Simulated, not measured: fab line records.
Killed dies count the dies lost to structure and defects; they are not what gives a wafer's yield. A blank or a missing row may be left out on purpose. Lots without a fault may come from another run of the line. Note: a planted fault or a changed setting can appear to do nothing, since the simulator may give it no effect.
Which of the tools did it? ; flow sky130 ; 12 lots with 36 wafers sampled at 4 steps, on a route of 708 steps

## WHAT THE GAUGES READ, wafer by wafer
SKY_CAPM_THK_MEAS_04: measures by xrf. Usual: CAPM_TIN_THK gives 203.4 nm (standard deviation 2.3).
lot;measured;on;CAPM_TIN_THK (nm);flag
L323;day 36 17:16;filmMetro-03;201.8 202.3 202.3;
L324;day 37 01:06;filmMetro-02;203.4 203.6 203.4;
L325;day 37 04:37;filmMetro-02;201.9 201.9 203.4;
L326;day 37 14:30;filmMetro-03;208.2 207.7 207.7;
L328;day 38 11:34;filmMetro-04;198.9 199.3 203.9;
L329;day 38 13:02;filmMetro-04;205.0 203.3 204.0;
L327;day 38 13:43;filmMetro-03;202.7 203.0 203.6;
L338;day 41 13:20;filmMetro-02;204.9 200.9 204.5;
L339;day 41 22:27;filmMetro-02;205.3 203.8 203.7;
L340;day 42 04:26;filmMetro-02;199.9 200.2 198.7;
L342;day 42 11:13;filmMetro-04;197.2 198.6 198.7;
L344;day 42 20:16;filmMetro-03;206.6 203.8 204.8;

SKY_PAD_OPEN_BOW_MEAS_13. Usual: PAD_OPEN_BOW gives 45 um (standard deviation 9).
lot;measured;on;PAD_OPEN_BOW (um);flag
L323;day 46 04:53;filmMetro-02;38 50 44;
L324;day 46 08:46;filmMetro-04;55 47 44;
L325;day 46 14:04;filmMetro-02;50 44 43;
L326;day 46 19:24;filmMetro-01;32 51 30;
L328;day 47 13:10;filmMetro-02;53 48 54;
L329;day 47 14:14;filmMetro-02;47 49 45;
L327;day 47 14:38;filmMetro-04;34 30 35;
L338;day 49 23:02;filmMetro-02;51 41 33;
L339;day 50 01:51;filmMetro-02;41 50 48;
L340;day 50 09:47;filmMetro-01;40 35 37;
L342;day 50 11:59;filmMetro-02;43 50 34;
L344;day 50 20:22;filmMetro-01;49 57 52;

## EACH LOT AND THE TOOL THAT RAN IT (in order: tool; ch and the chambers of the sampled wafers; start)
lot;SKY_METAL1_STRIP_21;SKY_METAL3_DESCUM_15
L323;wetBench-02 ch 2, day 33 04:23;rieMetal-04 ch 0,1, day 38 22:16
L324;wetBench-02 ch 1, day 33 10:26;rieMetal-04 ch 0,1, day 39 04:52
L325;wetBench-04 ch 1, day 33 15:31;rieMetal-03 ch 1, day 39 08:49
L326;wetBench-04 ch 3, day 34 01:28;rieMetal-04 ch 1, day 39 17:36
L328;wetBench-04 ch 3, day 34 22:28;rieMetal-02 ch 0,1, day 40 12:44
L329;wetBench-02 ch 1, day 34 23:18;rieMetal-02 ch 0,1, day 40 14:01
L327;wetBench-04 ch 3, day 35 00:18;rieMetal-04 ch 0,1, day 40 14:44
L338;wetBench-02 ch 2, day 37 21:53;rieMetal-02 ch 0,1, day 43 13:36
L339;wetBench-01 ch 3, day 38 15:23;rieMetal-03 ch 0, day 43 20:46
L340;wetBench-04 ch 0, day 38 21:40;rieMetal-02 ch 0,1, day 44 03:31
L342;wetBench-04 ch 0, day 39 03:11;rieMetal-03 ch 0,1, day 44 10:12
L344;wetBench-04 ch 1, day 39 12:59;rieMetal-03 ch 0,1, day 44 18:46
- SKY_METAL1_STRIP_21: strips in post etch residue remover, time 1200 s.
- SKY_METAL3_DESCUM_15: chemistry O2, time 8 s.

## WHAT THE TOOLS THEMSELVES READ (means of the sampled wafers that have a number; where no wafer has one, the mark that the record gives instead)
SKY_METAL1_STRIP_21. Usual: tempC 72.51 C, standard deviation 0.11.
lot;tool;tempC (C);flag
L323;wetBench-02;72.60;
L324;wetBench-02;72.43;
L325;wetBench-04;72.54;
L326;wetBench-04;72.47;
L328;wetBench-04;72.49;
L329;wetBench-02;72.44;
L327;wetBench-04;72.50;
L338;wetBench-02;72.52;
L339;wetBench-01;72.49;
L340;wetBench-04;72.44;
L342;wetBench-04;72.55;
L344;wetBench-04;72.52;

SKY_METAL3_DESCUM_15. Usual: drypumpMotorCurrentA 6.02 A, standard deviation 0.27; oesProductAu 0.994 a.u., standard deviation 0.011; tempC 40.00 C, standard deviation 0.12.
lot;tool;drypumpMotorCurrentA (A);oesProductAu (a.u.);tempC (C);flag
L323;rieMetal-04;6.16;0.993;40.08;
L324;rieMetal-04;6.00;0.997;40.09;
L325;rieMetal-03;6.09;1.002;40.02;
L326;rieMetal-04;6.31;0.979;39.91;
L328;rieMetal-02;5.89;0.987;39.95;
L329;rieMetal-02;5.89;0.998;40.02;
L327;rieMetal-04;5.98;0.988;40.10;
L338;rieMetal-02;5.89;0.997;39.85;
L339;rieMetal-03;6.21;1.001;39.96;
L340;rieMetal-02;5.90;0.987;39.97;
L342;rieMetal-03;6.15;0.997;39.91;
L344;rieMetal-03;6.13;0.987;40.02;

## THE ANSWER, worked out from the rows above alone
Rule: a lot is off if the mean of its wafers that have a number lies more than 3 standard deviations from the usual mean. Also off: a lot with no number at a reading for which 4 or more lots have one. Where the step has rows for the other lots, those lots are counted as sound. First the gauges in route order, then the tools' own readings, where a lot's mean is used as printed above. The first step at which some lot is off is used, and at that step the reading that is off furthest; a lot without a number counts as furthest.
None of the lots is off at any reading shown; this tells nothing.

## WHAT THE SIMULATOR PUT IN
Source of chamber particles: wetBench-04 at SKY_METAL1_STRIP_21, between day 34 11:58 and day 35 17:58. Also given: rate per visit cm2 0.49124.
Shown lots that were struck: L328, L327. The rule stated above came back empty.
